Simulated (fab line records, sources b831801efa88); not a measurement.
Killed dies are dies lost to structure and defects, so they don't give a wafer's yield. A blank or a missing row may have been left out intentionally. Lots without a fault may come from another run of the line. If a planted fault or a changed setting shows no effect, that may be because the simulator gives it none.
Which tool is to blame? / flow sky130 / 33 wafers from 11 lots sampled at 4 of the route's 708 steps

## WHAT THE GAUGES READ, wafer by wafer
SKY_VIA1_THK_MEAS_01.
lot=L110; measured=day 32 21:46; on=film metro-03; VIA1_HDPCVD_THK (nm)=1002 1019 1041
lot=L116; measured=day 35 03:02; on=film metro-02; VIA1_HDPCVD_THK (nm)=1019 1037 1024
lot=L117; measured=day 35 09:40; on=film metro-01; VIA1_HDPCVD_THK (nm)=1008 1037 1028
lot=L118; measured=day 35 21:22; on=film metro-02; VIA1_HDPCVD_THK (nm)=1014 1020 1044
lot=L120; measured=day 36 06:46; on=film metro-03; VIA1_HDPCVD_THK (nm)=926 906 921
lot=L121; measured=day 36 15:52; on=film metro-01; VIA1_HDPCVD_THK (nm)=908 929 909
lot=L127; measured=day 38 23:18; on=film metro-02; VIA1_HDPCVD_THK (nm)=1037 1039 1047
lot=L128; measured=day 39 04:19; on=film metro-03; VIA1_HDPCVD_THK (nm)=1034 1041 1043
lot=L129; measured=day 39 07:05; on=film metro-02; VIA1_HDPCVD_THK (nm)=1030 1045 1018
lot=L132; measured=day 39 21:08; on=film metro-02; VIA1_HDPCVD_THK (nm)=1057 1039 1041
lot=L131; measured=day 39 23:34; on=film metro-01; VIA1_HDPCVD_THK (nm)=1042 1027 1035

## WHICH TOOL RAN EACH LOT (tool, then ch and the chambers of the sampled wafers, then the start)
lot=L110; SKY_CONTACT_CVD_00=pecvd-04 ch 0,1, day 30 11:20; SKY_CONTACT_CVD_24=cvd w-02 ch 0,1, day 31 16:46; SKY_VIA1_HDPCVD_00=hdpcvd-02 ch 0,1,2, day 32 21:38
lot=L116; SKY_CONTACT_CVD_00=pecvd-01 ch 1,2, day 32 19:43; SKY_CONTACT_CVD_24=cvd w-01 ch 0,1, day 33 23:35; SKY_VIA1_HDPCVD_00=hdpcvd-02 ch 0,1,2, day 35 02:55
lot=L117; SKY_CONTACT_CVD_00=pecvd-02 ch 0,1,2, day 33 01:56; SKY_CONTACT_CVD_24=cvd w-01 ch 0,1, day 34 05:32; SKY_VIA1_HDPCVD_00=hdpcvd-02 ch 0,1,2, day 35 09:34
lot=L118; SKY_CONTACT_CVD_00=pecvd-04 ch 0,1,2, day 33 13:13; SKY_CONTACT_CVD_24=cvd w-01 ch 0,1, day 34 16:56; SKY_VIA1_HDPCVD_00=hdpcvd-01 ch 0,1,2, day 35 21:16
lot=L120; SKY_CONTACT_CVD_00=pecvd-01 ch 0,1,2, day 33 23:23; SKY_CONTACT_CVD_24=cvd w-01 ch 0,1, day 35 02:34; SKY_VIA1_HDPCVD_00=hdpcvd-02 ch 0,1, day 36 06:38
lot=L121; SKY_CONTACT_CVD_00=pecvd-02 ch 0,1, day 34 07:29; SKY_CONTACT_CVD_24=cvd w-01 ch 0,1, day 35 11:56; SKY_VIA1_HDPCVD_00=hdpcvd-02 ch 0,1,2, day 36 15:45
lot=L127; SKY_CONTACT_CVD_00=pecvd-02 ch 0,1,2, day 36 16:08; SKY_CONTACT_CVD_24=cvd w-02 ch 1, day 37 19:41; SKY_VIA1_HDPCVD_00=hdpcvd-01 ch 0,1, day 38 23:11
lot=L128; SKY_CONTACT_CVD_00=pecvd-04 ch 0,2, day 36 20:52; SKY_CONTACT_CVD_24=cvd w-02 ch 0,1, day 38 00:49; SKY_VIA1_HDPCVD_00=hdpcvd-01 ch 1,2, day 39 04:11
lot=L129; SKY_CONTACT_CVD_00=pecvd-01 ch 0,1, day 37 00:40; SKY_CONTACT_CVD_24=cvd w-01 ch 0,1, day 38 04:02; SKY_VIA1_HDPCVD_00=hdpcvd-02 ch 0,1,2, day 39 06:58
lot=L132; SKY_CONTACT_CVD_00=pecvd-01 ch 1,2, day 37 16:07; SKY_CONTACT_CVD_24=cvd w-01 ch 0,1, day 38 18:13; SKY_VIA1_HDPCVD_00=hdpcvd-01 ch 0,1,2, day 39 21:01
lot=L131; SKY_CONTACT_CVD_00=pecvd-02 ch 0,1,2, day 37 18:10; SKY_CONTACT_CVD_24=cvd w-01 ch 0,1, day 38 20:55; SKY_VIA1_HDPCVD_00=hdpcvd-01 ch 0,1, day 39 23:28
- SKY_CONTACT_CVD_00: deposits Si3N4, target thk 75 nm.
- SKY_CONTACT_CVD_24: deposits W, target thk 340 nm, time 102.12 s.
- SKY_VIA1_HDPCVD_00: deposits SiO2, target thk 1030 nm, time 171.7 s.

## THE ANSWER, worked out from the rows above alone
Rule: what is usual is taken from the lots themselves. Put in order of their means at a reading, lots are off if they are a third of the lots or fewer, leave a main group of 4 or more, and stand apart from it by a gap of 3 or more times the standard deviation of the main group's means; of several such gaps the widest counts. A main group whose means are all the same, to the digits that the tables above print for the reading, isn't used. A lot without any number at a reading at which 4 lots or more have one is off too. All remaining lots with rows at the step are treated as sound.
Off: L120, L121, at SKY_VIA1_THK_MEAS_01 (VIA1_HDPCVD_THK). For the main group the mean is 1032 nm and the standard deviation 8.
If a tool, at a process step before that reading, ran all the lots that are off and no sound lot after the first of them, it fits. The gauges at SKY_VIA1_THK_MEAS_01 are tried like those tools. Of those tried, none fits.

## WHAT THE SIMULATOR HAD PUT IN
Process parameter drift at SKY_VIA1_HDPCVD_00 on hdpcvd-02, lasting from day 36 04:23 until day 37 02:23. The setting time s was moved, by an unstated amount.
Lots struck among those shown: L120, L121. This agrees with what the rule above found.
